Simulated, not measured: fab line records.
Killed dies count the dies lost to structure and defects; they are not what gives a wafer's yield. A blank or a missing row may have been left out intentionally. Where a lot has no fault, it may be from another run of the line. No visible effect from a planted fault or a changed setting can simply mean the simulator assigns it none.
Chamber matching :: flow gf180mcu :: GF_V2_CMP_04 on cmp-01 has 4 sister chambers
The step polishes SiO2. 8 wafers are shown with their chamber, then 9 later ones without.

WAFERS WITH THEIR CHAMBER
wafer: L472.1
chamber: 2
motor current A (A): 12.6
time to endpoint s (s): 82

wafer: L473.1
chamber: 0
motor current A (A): 10.5
time to endpoint s (s): 87

wafer: L474.1
chamber: 3
motor current A (A): 13.5
time to endpoint s (s): 88

wafer: L474.2
chamber: 2
motor current A (A): 12.4
time to endpoint s (s): 86

wafer: L474.4
chamber: 1
motor current A (A): 10.5
time to endpoint s (s): 90

wafer: L478.2
chamber: 1
motor current A (A): 11.8
time to endpoint s (s): 82

wafer: L478.5
chamber: 0
motor current A (A): 10.3
time to endpoint s (s): 90

wafer: L478.6
chamber: 3
motor current A (A): 14.3
time to endpoint s (s): 88

WAFERS WITH NO CHAMBER GIVEN
wafer: L480.3
motor current A (A): 14.1
time to endpoint s (s): 77

wafer: L480.4
motor current A (A): 10.0
time to endpoint s (s): 85

wafer: L480.6
motor current A (A): 12.2
time to endpoint s (s): 90

wafer: L482.2
motor current A (A): 13.9
time to endpoint s (s): 83

wafer: L482.4
motor current A (A): 10.6
time to endpoint s (s): 82

wafer: L482.6
motor current A (A): 12.2
time to endpoint s (s): 77

wafer: L490.2
motor current A (A): 12.5
time to endpoint s (s): 79

wafer: L490.5
motor current A (A): 14.7
time to endpoint s (s): 84

wafer: L490.6
motor current A (A): 13.0
time to endpoint s (s): 83

CHAMBER TAKEN BY EACH
wafer: L480.3
from the rows above: can't be placed: 3 or 2
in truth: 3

wafer: L480.4
from the rows above: can't be placed: 0 or 1
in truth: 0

wafer: L480.6
from the rows above: can't be placed: 2 or 1 or 3 or 0
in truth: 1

wafer: L482.2
from the rows above: can't be placed: 3 or 2
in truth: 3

wafer: L482.4
from the rows above: can't be placed: 1 or 0 or 2
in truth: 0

wafer: L482.6
from the rows above: can't be placed: 2 or 1
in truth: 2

wafer: L490.2
from the rows above: can't be placed: 2 or 1
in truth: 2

wafer: L490.5
from the rows above: 3
in truth: 3

wafer: L490.6
from the rows above: can't be placed: 2 or 3
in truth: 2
Placed correctly: 1 of 9. From these rows, 8 cannot be placed; in 8 the true chamber is one of the candidates. 0 placed wrongly.
How it was worked out, from the rows above alone: a wafer's distance from a chamber is the root of the sum, over the readings, of the square of ((its reading less the chamber's mean) divided by the reading's scatter). The wafer belongs to the nearest chamber; if the next one is less than 2 further off, it can't be placed. A chamber's mean is the mean of its shown wafers. The scatter: take each reading less its chamber's mean, square it, sum over the shown wafers, divide by the number of wafers less the number of chambers, and take the root.
